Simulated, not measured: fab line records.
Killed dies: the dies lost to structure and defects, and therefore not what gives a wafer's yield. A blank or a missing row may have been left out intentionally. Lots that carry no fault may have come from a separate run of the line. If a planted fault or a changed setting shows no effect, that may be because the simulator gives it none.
A lot that was struck, set against a sound lot || flow sfq line || 43 steps out of a route of 325
Sound: these wafers, L143.1, L143.5, L143.6. Struck: wafers L147.3, L147.4, L147.6. At the end, the cause is stated.
Each step with rows lists, per side, the tool, then ch with its chambers, then its first start. Under that, the readings that differ: sound wafers || struck wafers || difference of the means || sigmas: that difference in standard deviations of wafers without a fault.
alike: readings with means less than 2 such deviations apart, plus words and numbers identical on both sides. not compared: withheld readings, readings lacking a value on some wafer, bounds such as >300 that could conceal the same value, and numbers that have no deviation in the record and whose values overlap.
A row with sigmas, a row that says differs or no value, or rows on one side alone: a step with any of these is where the two part. Numbers that don't overlap but have no deviation are shown without sigmas and don't part them. Lack of a reading on every wafer of one side parts them only where that side has two or more wafers.

first, 3 steps without rows for these wafers: SFQ_TRILAYER_M5_LITHO_EXPOSE_124 (exposes mask M5, target cd 700 nm); SFQ_TRILAYER_M5_LITHO_PEB_126 (peb time 60 s); SFQ_TRILAYER_M5_LITHO_DEVELOP_125 (time 60 s).
SFQ_M5_OVL_MEAS_932:
  sound: overlay-01 at day 49 08:01; struck: overlay-02 at day 50 05:38
  alike: M5_OVL
then, 1 step without rows for these wafers: SFQ_TRILAYER_M5_BARC_OPEN_METAL_ETCH_161 (etches BARC in O2, target depth 125 nm, time 41.7 s).
SFQ_TRILAYER_M5_ETCH_METAL_ETCH_126: etches Nb in Cl2/BCl3, stops on SiO2, time 203.2 s, target depth 265 nm.
  sound on rie metal-03 ch 0,1, day 49 08:07; struck on rie metal-03 ch 0,1, day 50 05:47
  alike: drypump motor current A, he backside leak sccm, oes product au
  not compared: rf hours counter h
then, 2 steps without rows for these wafers: SFQ_TRILAYER_M5_STRIP_STRIP_127 (strips in O2); SFQ_TRILAYER_M5_STRIP_SOLV_CLEAN_128 (cleans in NMP, time 600 s).
SFQ_TRILAYER_A5B_DEP_PECVD_129: deposits SiO2 from SiH4/N2O, time 133.33 s, target thk 600 nm.
  sound on pecvd-03 ch 0,1,2, day 49 09:05; struck on pecvd-03 ch 0,2, day 50 06:41
  alike: heater power w, showerhead vpp V, throttle valve pct
then, 2 steps without rows for these wafers: SFQ_TRILAYER_A5B_CMP_CMP_130 (polishes, stops on Nb, target thk 340.7 nm); SFQ_TRILAYER_A5B_METRO_MEASURE_131.
SFQ_TRILAYER_R5_DEP_SPUTTER_132: material Ti, target thk 5 nm, time 5 s.
  sound: pvd sputter-03 at day 49 13:48; struck: pvd sputter-03 at day 50 10:59
  alike: cathode dc power W, throttle valve pct
SFQ_TRILAYER_R5_DEP_SPUTTER_133: material MoNx, target thk 40 nm, time 66.7 s.
  sound: pvd sputter-03 at day 49 13:49; struck: pvd sputter-03 at day 50 11:00
{"reading": "cathode dc power W (W)", "sound": "1000.0 999.99 999.79", "struck": "1099.3 1099.5 1099.3", "difference": "+99.4", "sigmas": "+99 or more"}
{"reading": "model.MoNx_of_TRILAYER_R5_DEP_SPUTTER_133.thk nm (nm)", "sound": "39.53 39.4 39.4", "struck": "42.86 43.05 43.11", "difference": "+3.56", "sigmas": ""}
  alike: throttle valve pct
then, 1 step without rows for these wafers: SFQ_TRILAYER_R5_DEP_SPUTTER_134 (material Ti, target thk 5 nm, time 5 s).
SFQ_R5_RS_MEAS_933: the measuring method here is four-point-probe.
  sound: film metro-02 at day 49 13:53; struck: film metro-03 at day 50 11:07
{"reading": "R5_MONX_RS (ohm/sq)", "sound": "7.12 7.14 7.15", "struck": "6.62 6.57 6.59", "difference": -0.54, "sigmas": -8}
SFQ_R5_THK_MEAS_934: measures by xrf.
  sound: film metro-02 at day 49 14:01; struck: film metro-03 at day 50 11:13
{"reading": "R5_MONX_THK (nm)", "sound": "38.8 38.9 38.7", "struck": "42.6 42.8 42.9", "difference": "+4.0", "sigmas": "+9"}
then, 6 steps without rows for these wafers: SFQ_TRILAYER_R5_LITHO_COAT_141 (resist thk 62 nm); SFQ_TRILAYER_R5_LITHO_COAT_136 (resist thk 600 nm); SFQ_TRILAYER_R5_LITHO_SOFTBAKE_140; SFQ_TRILAYER_R5_LITHO_EXPOSE_137 (exposes mask R5, target cd 500 nm); SFQ_TRILAYER_R5_LITHO_PEB_139 (peb time 60 s); SFQ_TRILAYER_R5_LITHO_DEVELOP_138 (time 60 s).
-- the record jumps here: 6 days lie between the struck wafers' starts before and after --
SFQ_R5_OVL_MEAS_935:
  sound: overlay-01 at day 55 12:37; struck: overlay-01 at day 56 15:02
  alike: R5_OVL
then, 11 steps without rows for these wafers: SFQ_TRILAYER_R5_BARC_OPEN_METAL_ETCH_177 (etches BARC in O2, target depth 125 nm, time 41.7 s); SFQ_TRILAYER_R5_ETCH_METAL_ETCH_139 (etches the open film in Cl2, stops on SiO2, target depth 60 nm, time 40 s); SFQ_TRILAYER_R5_STRIP_STRIP_140 (strips in O2); SFQ_TRILAYER_R5_STRIP_SOLV_CLEAN_141 (cleans in NMP, time 600 s); SFQ_TRILAYER_A5C_DEP_PECVD_142 (deposits SiO2 from SiH4/N2O, time 15.556 s, target thk 70 nm); SFQ_TRILAYER_I5_LITHO_COAT_149 (resist thk 62 nm); SFQ_TRILAYER_I5_LITHO_COAT_144 (resist thk 650 nm); SFQ_TRILAYER_I5_LITHO_SOFTBAKE_148; SFQ_TRILAYER_I5_LITHO_EXPOSE_145 (exposes mask I5, target cd 700 nm); SFQ_TRILAYER_I5_LITHO_PEB_147 (peb time 60 s); SFQ_TRILAYER_I5_LITHO_DEVELOP_146 (time 60 s).
-- the record jumps here: 5 days lie between the struck wafers' starts before and after --
SFQ_I5_OVL_MEAS_936:
  sound: overlay-02 at day 61 02:16; struck: overlay-02 at day 61 19:05
  alike: I5_OVL
SFQ_TRILAYER_I5_BARC_OPEN_VIA_ETCH_200: etches BARC in O2, target depth 125 nm, time 41.7 s.
  sound on rie diel-02 ch 1,2, day 61 02:18; struck on rie diel-01 ch 2,3, day 61 19:06
  alike: drypump motor current A, oes product au
  not compared: rf hours counter h
SFQ_TRILAYER_I5_ETCH_VIA_ETCH_147: etches the open film in CHF3, stops on Nb, target depth 360 nm.
  sound on rie diel-02 ch 1,2, day 61 02:20; struck on rie diel-01 ch 2,3, day 61 19:08
  alike: drypump motor current A, oes product au
then, 5 steps without rows for these wafers: SFQ_TRILAYER_I5_STRIP_STRIP_148 (strips in O2); SFQ_TRILAYER_I5_STRIP_SOLV_CLEAN_149 (cleans in NMP, time 600 s); SFQ_TRILAYER_C5_LITHO_COAT_156 (resist thk 62 nm); SFQ_TRILAYER_C5_LITHO_COAT_151 (resist thk 650 nm); SFQ_TRILAYER_C5_LITHO_SOFTBAKE_155.
-- the record jumps here: 14 days lie between the struck wafers' starts before and after --
SFQ_M8_BOW_MEAS_951:
  sound: film metro-01 at day 75 09:57; struck: film metro-02 at day 76 02:41
{"reading": "model.etest.r5.ohm um", "sound": "14.26 14.3 14.34", "struck": "13.18 13.09 13.1", "difference": -1.18, "sigmas": ""}
{"reading": "model.etest.r5.ohm sq", "sound": "7.133 7.156 7.157", "struck": "6.579 6.551 6.541", "difference": -0.592, "sigmas": ""}
{"reading": "model.etest.c5.link ohm", "sound": "8.094 8.116 8.132", "struck": "7.524 7.502 7.492", "difference": -0.608, "sigmas": ""}
  alike: M8_BOW

WHERE THEY PART
Earliest at SFQ_TRILAYER_R5_DEP_SPUTTER_133; latest, in this record, at SFQ_R5_THK_MEAS_934. Later steps at which nothing parts them and some readings are alike: SFQ_R5_OVL_MEAS_935, SFQ_I5_OVL_MEAS_936, SFQ_TRILAYER_I5_BARC_OPEN_VIA_ETCH_200, SFQ_TRILAYER_I5_ETCH_VIA_ETCH_147, SFQ_M8_BOW_MEAS_951.

WHY: what had been put in by the simulator
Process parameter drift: pvd sputter-03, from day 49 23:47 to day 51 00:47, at SFQ_TRILAYER_R5_DEP_SPUTTER_133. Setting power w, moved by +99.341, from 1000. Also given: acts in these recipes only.
